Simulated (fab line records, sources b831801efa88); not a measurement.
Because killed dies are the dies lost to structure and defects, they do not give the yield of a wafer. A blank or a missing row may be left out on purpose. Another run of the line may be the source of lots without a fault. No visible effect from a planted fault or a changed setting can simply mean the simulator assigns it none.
A struck lot beside a sound one | flow sky130 | 14 steps out of a route of 708
Sound: wafers L155.3, L155.4, L155.6. Wafers struck: L167.1, L167.3, L167.6. Last of all comes the cause.
Each step with rows lists, per side, the tool, then ch with its chambers, then its first start. Under that, the readings that differ: sound wafers | struck wafers | difference of the means | sigmas: that difference in standard deviations of wafers without a fault.
alike: readings with means less than 2 such deviations apart, plus words and numbers identical on both sides. not compared: withheld readings, readings lacking a value on some wafer, bounds such as >300 that could conceal the same value, and numbers that have no deviation in the record and whose values overlap.
A row with sigmas, a row that says differs or no value, or rows on one side alone: a step with any of these is where the two part. When numbers do not overlap yet have no deviation, they are printed without sigmas and do not part them. A reading that every wafer of one side lacks parts them only if that side has two wafers or more.

first, 1 step without rows for these wafers: SKY_SD_N_IMPLANT_10.
SKY_SD_N_STRIP_11: strips in O2/N2.
  sound on plasma asher-03 ch 0,1, day 29 01:57; struck on plasma asher-01 ch 0, day 33 13:41
  alike: drypump motor current A, oes product au, strip time to endpoint s
  not compared: rf hours counter h
SKY_SD_N_TW_MEAS_12:
  sound: film metro-01 at day 29 02:02; struck: film metro-04 at day 33 13:47
  alike: SD_N_TW
then, 1 step without rows for these wafers: SKY_SD_N_CLEAN_13 (cleans in SC1/SC2, time 150 s).
SKY_SD_N_RTA_14: time 2 s.
  sound on rtp anneal-02 ch 0, day 29 02:08; struck on rtp anneal-01 ch 0, day 33 13:53
  alike: lamp power pct, wafer_temp_C_max
SKY_SD_N_RS_MEAS_16: a four-point-probe measurement.
  sound: film metro-04 at day 29 02:20; struck: film metro-01 at day 33 14:04
  alike: SD_N_RS
SKY_SD_N_RS_MEAS_17: a four-point-probe measurement.
  sound: film metro-04 at day 29 02:28; struck: film metro-01 at day 33 14:11
  alike: SD_P_RS
SKY_SD_N_RS_MEAS_18: a four-point-probe measurement.
  sound: film metro-04 at day 29 02:35; struck: film metro-01 at day 33 14:18
  alike: RES_XHIGH_RS
then, 2 steps without rows for these wafers: SKY_SALICIDE_CLEAN_00 (cleans in HF-last, time 30 s); SKY_LI_CONTACT_HDPCVD_00 (deposits PSG, target thk 930 nm, time 155 s).
SKY_LI_CONTACT_THK_MEAS_01:
  sound: film metro-02 at day 29 02:48; struck: film metro-02 at day 33 14:35
  alike: LI_CONTACT_HDPCVD_THK
SKY_LI_CONTACT_CMP_02: polishes PSG.
  sound on cmp-01 ch 0,1,2, day 29 02:56; struck on cmp-02 ch 0,1, day 33 14:39
  no value came back on the struck wafers for any of 5 readings (edge zone pressure frac, head pressure psi (psi) and others); on the sound wafers edge zone pressure frac reads 0.995 0.996 1.003
  reading                                       | sound             | struck            | difference | sigmas
  model.PSG_of_LI_CONTACT_HDPCVD_00.thk nm (nm) | 596.7 596.9 597.1 | 933.3 923.8 925.6 | +330.7     |
SKY_LI_CONTACT_BOW_MEAS_03:
  sound: film metro-01 at day 29 03:11; struck: film metro-02 at day 33 15:22
  reading             | sound    | struck | difference                    | sigmas
  LI_CONTACT_BOW (um) | 46 56 54 | - - -  | no value on the struck wafers |
  not compared: hold
SKY_PAD_OPEN_PROBE_99:
  the record has rows for the sound wafers here (prober-02, day 46 17:56) and none for the struck ones

== WHERE THEY PART ==
At SKY_LI_CONTACT_CMP_02 first; at SKY_PAD_OPEN_PROBE_99 last (within this record only).

WHY: what the simulator had put in
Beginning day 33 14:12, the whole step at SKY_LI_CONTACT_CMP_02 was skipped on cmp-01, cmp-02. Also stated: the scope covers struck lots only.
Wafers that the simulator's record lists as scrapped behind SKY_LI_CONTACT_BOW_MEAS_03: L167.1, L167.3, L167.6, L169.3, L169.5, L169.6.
